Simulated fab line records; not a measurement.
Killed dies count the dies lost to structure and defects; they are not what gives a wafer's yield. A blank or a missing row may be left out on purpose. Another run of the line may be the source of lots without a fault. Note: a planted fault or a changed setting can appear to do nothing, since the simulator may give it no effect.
Which tool did it? | flow gf180mcu | 36 wafers from 12 lots sampled at 5 of the route's 602 steps

## WHAT EACH GAUGE READ, for each wafer
GF_STI_THK_MEAS_24.
lot  | measured    | on           | STI_CVD_23_THK (nm)
L659 | day 2 04:22 | filmMetro-02 | 654 645 642
L660 | day 2 08:35 | filmMetro-01 | 657 650 654
L661 | day 2 15:04 | filmMetro-04 | 652 652 658
L662 | day 2 20:11 | filmMetro-04 | 650 656 663
L663 | day 2 23:47 | filmMetro-04 | 648 651 661
L664 | day 3 06:05 | filmMetro-02 | 651 651 663
L665 | day 3 12:40 | filmMetro-01 | 647 654 645
L667 | day 3 21:55 | filmMetro-01 | 642 659 653
L668 | day 4 02:08 | filmMetro-04 | 656 658 644
L669 | day 4 06:42 | filmMetro-04 | 652 656 641
L671 | day 4 17:52 | filmMetro-02 | 649 562 555
L682 | day 7 03:25 | filmMetro-04 | 649 640 648

GF_CONTACT_OVL_MEAS_15.
lot  | measured     | on         | CONTACT_OVL (nm)
L659 | day 16 04:27 | overlay-02 | -4 -7 -4
L660 | day 16 09:18 | overlay-01 | -8 2 -6
L661 | day 16 23:34 | overlay-02 | -5 -4 -5
L662 | day 17 10:35 | overlay-02 | -9 -2 -6
L663 | day 17 15:37 | overlay-02 | 10 8 4
L664 | day 18 00:37 | overlay-01 | 2 4 5
L665 | day 18 05:25 | overlay-01 | 10 10 8
L667 | day 19 03:15 | overlay-01 | -1 -2 -1
L668 | day 19 23:29 | overlay-02 | 3 -1 -8
L669 | day 19 21:08 | overlay-01 | -4 0 -7
L671 | day 20 15:53 | overlay-01 | -8 -9 -6
L682 | day 24 05:36 | overlay-01 | -8 -2 -5

GF_M1_RS_MEAS_05: a four-point-probe measurement.
lot  | measured     | on           | M1_ALCU_RS (ohm/sq)
L659 | day 16 05:52 | filmMetro-02 | 0.0690 0.0695 0.0700
L660 | day 16 10:43 | filmMetro-03 | 0.0701 0.0697 0.0700
L661 | day 17 00:59 | filmMetro-03 | 0.0706 0.0704 0.0698
L662 | day 17 12:05 | filmMetro-02 | 0.0695 0.0695 0.0684
L663 | day 17 17:01 | filmMetro-02 | 0.0690 0.0687 0.0706
L664 | day 18 02:03 | filmMetro-01 | 0.0682 0.0680 0.0685
L665 | day 18 06:50 | filmMetro-03 | 0.0700 0.0679 0.0698
L667 | day 19 04:38 | filmMetro-01 | 0.0692 0.0703 0.0704
L668 | day 20 00:53 | filmMetro-03 | 0.0676 0.0688 0.0692
L669 | day 19 22:33 | filmMetro-02 | 0.0708 0.0700 0.0696
L671 | day 20 17:17 | filmMetro-02 | 0.0703 0.0707 0.0702
L682 | day 24 07:01 | filmMetro-02 | 0.0713 0.0696 0.0709

## WHICH TOOL RAN EACH LOT (tool, then ch and the chambers of the sampled wafers, then the start)
lot  | GF_STI_CVD_23                   | GF_STI_CMP_25
L659 | hdpcvd-01 ch 0,1, day 2 04:17   | cmp-01 ch 0,2,3, day 2 04:28
L660 | hdpcvd-02 ch 0,1,2, day 2 08:30 | cmp-02 ch 0,1,2, day 2 08:38
L661 | hdpcvd-02 ch 1,2, day 2 14:59   | cmp-01 ch 1,2,3, day 2 15:07
L662 | hdpcvd-02 ch 0,1,2, day 2 20:06 | cmp-01 ch 1,2,3, day 2 20:17
L663 | hdpcvd-01 ch 0,1,2, day 2 23:42 | cmp-01 ch 0,1,3, day 2 23:53
L664 | hdpcvd-02 ch 0,1,2, day 3 06:01 | cmp-02 ch 1,2,3, day 3 06:13
L665 | hdpcvd-02 ch 0,1,2, day 3 12:34 | cmp-02 ch 1,3, day 3 12:46
L667 | hdpcvd-02 ch 0,1, day 3 21:50   | cmp-01 ch 0,3, day 3 21:58
L668 | hdpcvd-01 ch 0,1,2, day 4 02:04 | cmp-02 ch 2,3, day 4 02:12
L669 | hdpcvd-01 ch 0,1,2, day 4 06:37 | cmp-01 ch 0,2,3, day 4 06:46
L671 | hdpcvd-01 ch 0,2, day 4 17:47   | cmp-01 ch 2,3, day 4 17:55
L682 | hdpcvd-02 ch 0,1, day 7 03:20   | cmp-01 ch 0,2, day 7 03:28
- GF_STI_CVD_23: deposits SiO2, target thk 650 nm, time 108.3 s.
- GF_STI_CMP_25: polishes, stops on Si3N4, t overpolish 33 s, target thk 524.6 nm.

## WHAT THE TOOLS THEMSELVES READ (means of the sampled wafers that have a number; where no wafer has one, the mark that the record gives instead)
GF_STI_CMP_25.
lot  | tool   | motorCurrentA (A) | platenRpm (rpm) | slurryFlowMlMin | timeToEndpointS (s)
L659 | cmp-01 | 10.9              | 60.00           | 150.1           | 129
L660 | cmp-02 | 13.1              | 59.99           | 150.5           | 122
L661 | cmp-01 | 11.9              | 60.06           | 149.7           | 128
L662 | cmp-01 | 11.2              | 60.02           | 150.6           | 129
L663 | cmp-01 | 11.9              | 60.00           | 149.5           | 124
L664 | cmp-02 | 12.8              | 60.01           | 150.1           | 117
L665 | cmp-02 | 12.2              | 59.98           | 149.9           | 118
L667 | cmp-01 | 11.2              | 60.02           | 150.0           | 129
L668 | cmp-02 | 12.8              | 60.02           | 149.9           | 122
L669 | cmp-01 | 11.0              | 60.04           | 149.7           | 127
L671 | cmp-01 | 11.3              | 60.00           | 149.9           | 116
L682 | cmp-01 | 10.6              | 60.01           | 150.1           | 123

## THE ANSWER, worked out from the rows above alone
Rule: the usual values come from the lots themselves. The widest of any qualifying gaps counts: lots, ordered by their means at a reading, are off when they make up no more than a third of the lots, leave a main group of 4 or more, and stand apart from it by 3 or more times the standard deviation of that group's means. If all means in a main group match to the digits the tables above print for the reading, that group is not used. Also off: a lot with no number at a reading for which 4 or more lots have one. Any other lot the step has rows for is counted as sound. The gauges are gone through in route order, then the tools' own readings, and for those a lot's mean is taken as printed above. At the first step where some lot is off, the reading lying furthest off is the one used; lots without a number count as furthest.
Off: L671, seen at GF_STI_THK_MEAS_24 (STI_CVD_23_THK). Mean 652 nm and standard deviation 3.3 in the main group.
If a tool, at a process step before that reading, ran all the lots that are off and no sound lot after the first of them, it fits. The gauges at GF_STI_THK_MEAS_24 are tried like those tools. Can't be told from this: 2 tools fit, hdpcvd-01 at GF_STI_CVD_23, filmMetro-02 at GF_STI_THK_MEAS_24.

## WHAT THE SIMULATOR PUT IN
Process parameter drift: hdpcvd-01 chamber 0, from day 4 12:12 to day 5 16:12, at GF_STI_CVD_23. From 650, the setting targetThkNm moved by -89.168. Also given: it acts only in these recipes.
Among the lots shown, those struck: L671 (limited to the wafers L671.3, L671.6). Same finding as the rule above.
